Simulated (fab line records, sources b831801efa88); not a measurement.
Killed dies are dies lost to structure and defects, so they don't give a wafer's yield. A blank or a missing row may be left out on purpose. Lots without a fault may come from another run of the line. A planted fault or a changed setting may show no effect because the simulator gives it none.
A struck lot beside a sound one | flow sky130 | 16 steps out of a route of 708
Sound: wafers L865.3, L865.4, L865.6. Struck: wafers L854.4, L854.5, L854.6. The cause comes at the end.
At each step with rows: each side's tool, then ch and its chambers, then its first start. Under that, the readings that differ: sound wafers | struck wafers | difference of the means | sigmas: that difference in standard deviations of wafers without a fault.
alike: readings whose means differ by less than 2 such deviations, and words and numbers that are the same on both sides. not compared: withheld readings, readings that some wafer has no value for, bounds like >300 that may hide the same value, and numbers for which the record gives no deviation and whose values overlap.
The two part at a step that has a row with sigmas, a row that says differs or no value, or rows on one side only. Numbers that don't overlap but have no deviation are shown without sigmas and don't part them. A reading that every wafer of one side lacks parts them only if that side has two wafers or more.

first, 3 steps without rows for these wafers: SKY_SONOS_TUNNEL_EXPOSE_04 (exposes mask TUNM, target cd 410 nm); SKY_SONOS_TUNNEL_PEB_05; SKY_SONOS_TUNNEL_DEVELOP_06 (develop time 60 s).
SKY_SONOS_TUNNEL_CD_MEAS_07: target cd 410 nm.
  sound on cd_sem-02, day 18 10:01; struck on cd_sem-02, day 14 10:40
  reading    | sound             | struck            | difference | sigmas
  cd_nm (nm) | 406.4 403.4 404.4 | 410.8 409.2 411.1 | +5.6       | +2
SKY_SONOS_TUNNEL_OVL_MEAS_08:
  sound on overlay-02, day 18 10:06; struck on overlay-02, day 14 10:45
  alike: SONOS_TUNNEL_OVL
then, 3 steps without rows for these wafers: SKY_SONOS_TUNNEL_IMPLANT_09; SKY_SONOS_TUNNEL_WET_ETCH_10 (etches SiO2 in dHF, target depth 14 nm, time 280 s); SKY_SONOS_TUNNEL_STRIP_11 (strips in SPM, time 600 s).
SKY_SONOS_TUNNEL_TW_MEAS_12:
  sound on film_metro-04, day 18 10:35; struck on film_metro-02, day 14 11:19
  alike: SONOS_TUNNEL_TW
then, 2 steps without rows for these wafers: SKY_SONOS_TUNNEL_CLEAN_13 (cleans in dHF, time 20 s); SKY_SONOS_ONO_OXIDATION_00 (stabilise 600 s, purge 300 s, target thk 2.6 nm).
SKY_SONOS_ONO_THK_MEAS_01:
  sound on film_metro-03, day 18 18:46; struck on film_metro-03, day 14 13:38
  alike: SONOS_ONO_OXIDATION_THK
SKY_SONOS_ONO_CVD_02: deposits Si3N4 from DCS/NH3, target thk 10.5 nm, time 180 s.
  sound on lpcvd-02 ch 1, day 18 18:48; struck on lpcvd-02 ch 0, day 14 13:40
  reading                                     | sound             | struck            | difference | sigmas
  pressure_mtorr (mTorr)                      | 250.7 249.8 249.8 | 300.0 299.7 300.5 | +50.0      | +93
  model.Si3N4_of_SONOS_ONO_CVD_02.thk_nm (nm) | 10.45 10.42 10.45 | 11.13 11.16 11.1  | +0.69      |
SKY_SONOS_ONO_THK_MEAS_03:
  sound on film_metro-04, day 18 19:52; struck on film_metro-04, day 14 15:16
  reading                   | sound             | struck            | difference | sigmas
  SONOS_ONO_CVD_02_THK (nm) | 10.45 10.37 10.44 | 11.07 11.11 11.08 | +0.67      | +5
then, 1 step without rows for these wafers: SKY_SONOS_ONO_CVD_04 (deposits SiO2 from SiH4/N2O, target thk 5.7199 nm).
-- the record jumps here: 33 days lie between the struck wafers' starts before and after (it left off in module SONOS_ONO and takes up again in module PAD_OPEN, whose first step shown is number 708 of the route) --
SKY_PAD_OPEN_PROBE_99:
  sound on prober-02, day 50 13:17; struck on prober-01, day 47 23:15
  reading                               | sound                   | struck                  | difference | sigmas
  killed_dies                           | 77 79 71                | 110 98 95               | +25        | +3
  model.etest.cap_ono.gate_log10_a_cm2  | -8.007 -8.059 -7.831    | -8.126 -8.285 -8.178    | -0.231     |
  model.etest.sonos_programmed.vt_v (V) | 1.416 1.448 1.523       | 1.382 1.354 1.414       | -0.079     |
  model.etest.sonos_baked.vt_less_v (V) | -0.4787 -0.5514 -0.5319 | -0.4394 -0.3838 -0.4673 | +0.0905    |
  alike: killed_at_M0_to_M3, killed_at_M4_up, killed_at_contacts, killed_at_front_end, killed_at_other, killed_on_rim, killed_open, killed_short
  not compared: model.etest.cap_ono.tox_acc_nm, model.etest.sonos_erased.vt_v, model.etest.sonos_baked.vt_v

WHERE THEY PART
First at SKY_SONOS_TUNNEL_CD_MEAS_07; last, within this record, at SKY_PAD_OPEN_PROBE_99.

WHY: what the simulator had put in
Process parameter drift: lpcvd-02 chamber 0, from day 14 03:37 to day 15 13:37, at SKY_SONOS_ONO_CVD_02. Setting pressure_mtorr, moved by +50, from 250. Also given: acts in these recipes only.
